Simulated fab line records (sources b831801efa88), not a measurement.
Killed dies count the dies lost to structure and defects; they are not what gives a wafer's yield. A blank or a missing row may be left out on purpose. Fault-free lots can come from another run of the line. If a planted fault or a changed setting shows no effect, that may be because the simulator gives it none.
Which tool was responsible? / flow sky130 / Sampling: 14 lots, 42 wafers, 3 of 708 route steps

== WHAT THE GAUGES SHOWED, per wafer ==
SKY_SD_N_RS_MEAS_18: a four-point-probe measurement.
lot=L454; measured=day 27 22:36; on=filmMetro-04; RES_XHIGH_RS (ohm/sq)=335.4 336.0 334.0
lot=L456; measured=day 28 10:19; on=filmMetro-02; RES_XHIGH_RS (ohm/sq)=334.0 334.0 334.3
lot=L455; measured=day 28 11:49; on=filmMetro-03; RES_XHIGH_RS (ohm/sq)=334.6 334.2 334.5
lot=L458; measured=day 29 14:16; on=filmMetro-03; RES_XHIGH_RS (ohm/sq)=333.1 332.8 332.3
lot=L457; measured=day 29 19:01; on=filmMetro-03; RES_XHIGH_RS (ohm/sq)=330.7 331.1 330.7
lot=L459; measured=day 30 00:46; on=filmMetro-03; RES_XHIGH_RS (ohm/sq)=333.8 332.2 334.2
lot=L461; measured=day 30 16:26; on=filmMetro-02; RES_XHIGH_RS (ohm/sq)=333.8 335.0 333.4
lot=L463; measured=day 31 06:06; on=filmMetro-02; RES_XHIGH_RS (ohm/sq)=334.6 333.8 334.9
lot=L464; measured=day 32 00:17; on=filmMetro-02; RES_XHIGH_RS (ohm/sq)=333.2 332.5 332.3
lot=L466; measured=day 32 05:56; on=filmMetro-02; RES_XHIGH_RS (ohm/sq)=335.9 335.7 335.9
lot=L471; measured=day 33 16:11; on=filmMetro-04; RES_XHIGH_RS (ohm/sq)=333.9 334.6 334.0
lot=L474; measured=day 34 11:49; on=filmMetro-03; RES_XHIGH_RS (ohm/sq)=333.1 332.6 331.9
lot=L475; measured=day 34 23:30; on=filmMetro-03; RES_XHIGH_RS (ohm/sq)=333.5 333.5 332.7
lot=L476; measured=day 35 19:07; on=filmMetro-04; RES_XHIGH_RS (ohm/sq)=333.2 333.0 332.8

SKY_LI_CONTACT_RS_MEAS_22: a four-point-probe measurement.
lot=L454; measured=day 29 06:07; on=filmMetro-04; LI_CONTACT_W_RS (ohm/sq)=0.281 0.278 0.285
lot=L456; measured=day 29 16:19; on=filmMetro-03; LI_CONTACT_W_RS (ohm/sq)=0.281 0.283 0.287
lot=L455; measured=day 29 18:21; on=filmMetro-03; LI_CONTACT_W_RS (ohm/sq)=0.284 0.279 0.280
lot=L458; measured=day 30 18:58; on=filmMetro-03; LI_CONTACT_W_RS (ohm/sq)=0.280 0.279 0.285
lot=L457; measured=day 31 01:10; on=filmMetro-02; LI_CONTACT_W_RS (ohm/sq)=0.281 0.285 0.284
lot=L459; measured=day 31 07:00; on=filmMetro-03; LI_CONTACT_W_RS (ohm/sq)=0.275 0.283 0.275
lot=L461; measured=day 31 21:25; on=filmMetro-04; LI_CONTACT_W_RS (ohm/sq)=0.286 0.288 0.283
lot=L463; measured=day 32 11:19; on=filmMetro-04; LI_CONTACT_W_RS (ohm/sq)=0.280 0.281 0.275
lot=L464; measured=day 33 05:26; on=filmMetro-03; LI_CONTACT_W_RS (ohm/sq)=0.287 0.289 0.284
lot=L466; measured=day 33 10:23; on=filmMetro-03; LI_CONTACT_W_RS (ohm/sq)=0.281 0.283 0.281
lot=L471; measured=day 34 20:36; on=filmMetro-02; LI_CONTACT_W_RS (ohm/sq)=0.285 0.288 0.285
lot=L474; measured=day 35 15:56; on=filmMetro-03; LI_CONTACT_W_RS (ohm/sq)=0.282 0.284 0.282
lot=L475; measured=day 36 02:26; on=filmMetro-02; LI_CONTACT_W_RS (ohm/sq)=0.283 0.284 0.283
lot=L476; measured=day 36 22:10; on=filmMetro-03; LI_CONTACT_W_RS (ohm/sq)=0.284 0.284 0.287

== WHICH TOOL RAN EACH LOT (tool, then ch and the chambers of the sampled wafers, then the start) ==
lot=L454; SKY_LI_CONTACT_SPUTTER_20=pvdSputter-01, day 29 05:52
lot=L456; SKY_LI_CONTACT_SPUTTER_20=pvdSputter-02, day 29 16:07
lot=L455; SKY_LI_CONTACT_SPUTTER_20=pvdSputter-03, day 29 18:10
lot=L458; SKY_LI_CONTACT_SPUTTER_20=pvdSputter-02, day 30 18:43
lot=L457; SKY_LI_CONTACT_SPUTTER_20=pvdSputter-02, day 31 00:58
lot=L459; SKY_LI_CONTACT_SPUTTER_20=pvdSputter-01, day 31 06:49
lot=L461; SKY_LI_CONTACT_SPUTTER_20=pvdSputter-03, day 31 21:13
lot=L463; SKY_LI_CONTACT_SPUTTER_20=pvdSputter-02, day 32 11:08
lot=L464; SKY_LI_CONTACT_SPUTTER_20=pvdSputter-02, day 33 05:13
lot=L466; SKY_LI_CONTACT_SPUTTER_20=pvdSputter-03, day 33 10:10
lot=L471; SKY_LI_CONTACT_SPUTTER_20=pvdSputter-01, day 34 20:23
lot=L474; SKY_LI_CONTACT_SPUTTER_20=pvdSputter-03, day 35 15:42
lot=L475; SKY_LI_CONTACT_SPUTTER_20=pvdSputter-03, day 36 02:13
lot=L476; SKY_LI_CONTACT_SPUTTER_20=pvdSputter-02, day 36 21:58
- SKY_LI_CONTACT_SPUTTER_20: material TiN, target thk 20 nm, time 80 s.

== WHAT THE TOOLS THEMSELVES READ (means of the sampled wafers that have a number; where no wafer has one, the mark that the record gives instead) ==
SKY_LI_CONTACT_SPUTTER_20.
lot=L454; tool=pvdSputter-01; chamberPressurePa (Pa)=4.995; throttleValvePct (%)=29.6
lot=L456; tool=pvdSputter-02; chamberPressurePa (Pa)=5.006; throttleValvePct (%)=31.3
lot=L455; tool=pvdSputter-03; chamberPressurePa (Pa)=4.998; throttleValvePct (%)=29.3
lot=L458; tool=pvdSputter-02; chamberPressurePa (Pa)=4.997; throttleValvePct (%)=30.4
lot=L457; tool=pvdSputter-02; chamberPressurePa (Pa)=4.991; throttleValvePct (%)=30.6
lot=L459; tool=pvdSputter-01; chamberPressurePa (Pa)=4.997; throttleValvePct (%)=29.2
lot=L461; tool=pvdSputter-03; chamberPressurePa (Pa)=5.003; throttleValvePct (%)=29.1
lot=L463; tool=pvdSputter-02; chamberPressurePa (Pa)=4.284; throttleValvePct (%)=33.1
lot=L464; tool=pvdSputter-02; chamberPressurePa (Pa)=4.279; throttleValvePct (%)=33.0
lot=L466; tool=pvdSputter-03; chamberPressurePa (Pa)=5.006; throttleValvePct (%)=29.4
lot=L471; tool=pvdSputter-01; chamberPressurePa (Pa)=5.022; throttleValvePct (%)=29.8
lot=L474; tool=pvdSputter-03; chamberPressurePa (Pa)=4.994; throttleValvePct (%)=29.1
lot=L475; tool=pvdSputter-03; chamberPressurePa (Pa)=5.012; throttleValvePct (%)=29.5
lot=L476; tool=pvdSputter-02; chamberPressurePa (Pa)=5.002; throttleValvePct (%)=31.0

== THE ANSWER, worked out from the rows above alone ==
Rule: what is usual is taken from the lots themselves. Put in order of their means at a reading, lots are off if they are a third of the lots or fewer, leave a main group of 4 or more, and stand apart from it by a gap of 3 or more times the standard deviation of the main group's means; of several such gaps the widest counts. Not used: any main group whose means are identical at the precision the tables above print for the reading. Also off: a lot with no number at a reading for which 4 or more lots have one. Where the step has rows for the other lots, those lots are counted as sound. First the gauges in route order, then the tools' own readings, where a lot's mean is used as printed above. At the first step where some lot is off, the reading lying furthest off is the one used; lots without a number count as furthest.
Off: L463, L464 (SKY_LI_CONTACT_SPUTTER_20, chamberPressurePa). Mean 5.002 Pa and standard deviation 0.0083 in the main group.
A tool fits if, at that step or a process step before it, it ran every lot that is off, and no sound lot after the first of them. No candidate that was tried fits.

== WHAT THE SIMULATOR HAD INSERTED ==
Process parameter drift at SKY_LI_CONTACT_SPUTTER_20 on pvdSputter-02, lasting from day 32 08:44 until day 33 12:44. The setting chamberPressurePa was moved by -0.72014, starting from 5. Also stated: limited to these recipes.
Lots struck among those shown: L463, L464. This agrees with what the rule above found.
